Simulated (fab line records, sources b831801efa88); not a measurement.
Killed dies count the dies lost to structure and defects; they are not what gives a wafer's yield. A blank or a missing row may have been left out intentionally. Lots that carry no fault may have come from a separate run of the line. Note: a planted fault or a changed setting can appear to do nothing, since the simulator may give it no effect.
8D (eight disciplines) problem report, filled in by code + flow sky130 + the parts of the form that need people (team, actions taken, sign-off) are left out

## 1. WHAT IS WRONG
At SKY_PAD_OPEN_PROBE_99, killed-at-front-end averages 54 over 6 wafers from 2 lots, while fault-free wafers read 15, standard deviation 4.5. That puts it +8.6 standard deviations away from the usual mean.
First seen on wafer L248.1, day 49 20:14, on prober-01. At this step, 15 wafers from 5 lots have a number in the record. Rule for "out" (also "out of limits"): further than 4 standard deviations from the usual mean. All remaining wafers that have a number are taken as sound.

## 2. WHAT IT IS, WHAT IT ISN'T
| question                    | is                     | is not                                                                                              |
|-----------------------------|------------------------|-----------------------------------------------------------------------------------------------------|
| which readings at this step | killed-at-front-end    | killed_at_M0_to_M3, killed_at_M4_up, killed-at-contacts, killed-at-other, killed-open, killed-short |
| which lots                  | L247, L248             | L230, L233, L244                                                                                    |
| which wafers of those lots  | all that have a number | -                                                                                                   |
| read on which tools         | prober-01, prober-02   | -                                                                                                   |
| when                        | from day 49 20:14      | up to then (9 sound wafers)                                                                         |

## 3. SUSPECTS, AND WHAT RULES EACH OUT
Counting: a tool at a process step up to the reading stays a suspect if it ran every lot that is out and no sound lot after the first of them.
- wet-bench-02 at SKY_SONOS_ONO_WET_ETCH_16 (etches SiO2 in dHF, target depth 14 nm, time 280 s): kept. It ran every lot that is out, first L247 (day 18 12:55), and no sound lot after that.
After counting, what remains is wet-bench-02 at SKY_SONOS_ONO_WET_ETCH_16.

## 4. THE CAUSE (what the simulator had put in)
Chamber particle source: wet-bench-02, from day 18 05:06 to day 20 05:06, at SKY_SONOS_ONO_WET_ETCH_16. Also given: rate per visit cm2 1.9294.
Counting left only this tool.

## 5. THE EFFECT CHAIN, in route order
Each row: a reading whose mean over the struck wafers that have a number lies more than 3 standard deviations from the usual. Readings are gone through only where the record gives a usual standard deviation; hours: the median, over the lots, of the time from a lot's start at the first step in this table giving one to that lot's start at this step; sigmas: the change measured in usual standard deviations.
| hours | step                  | reading             | usual | on struck wafers | change | sigmas |
|-------|-----------------------|---------------------|-------|------------------|--------|--------|
| 0     | SKY_PAD_OPEN_PROBE_99 | killed-at-front-end | 15    | 54               | +39    | +8.6   |
| 0     | SKY_PAD_OPEN_PROBE_99 | killed-dies         | 83    | 116              | +33    | +3.7   |
Process steps it contains:
- SKY_PAD_OPEN_PROBE_99

## 6. HOW IT WOULD HAVE BEEN CAUGHT EARLIER
The fault began at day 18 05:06; the first out-of-limits reading in this record came at day 49 20:14, 759 hours later.
The start of SKY_SONOS_ONO_WET_ETCH_16 on wet-bench-02 came by day 49 20:14 for every one of the lots that are out (2). Holding the tool at that point would not have protected any of them.
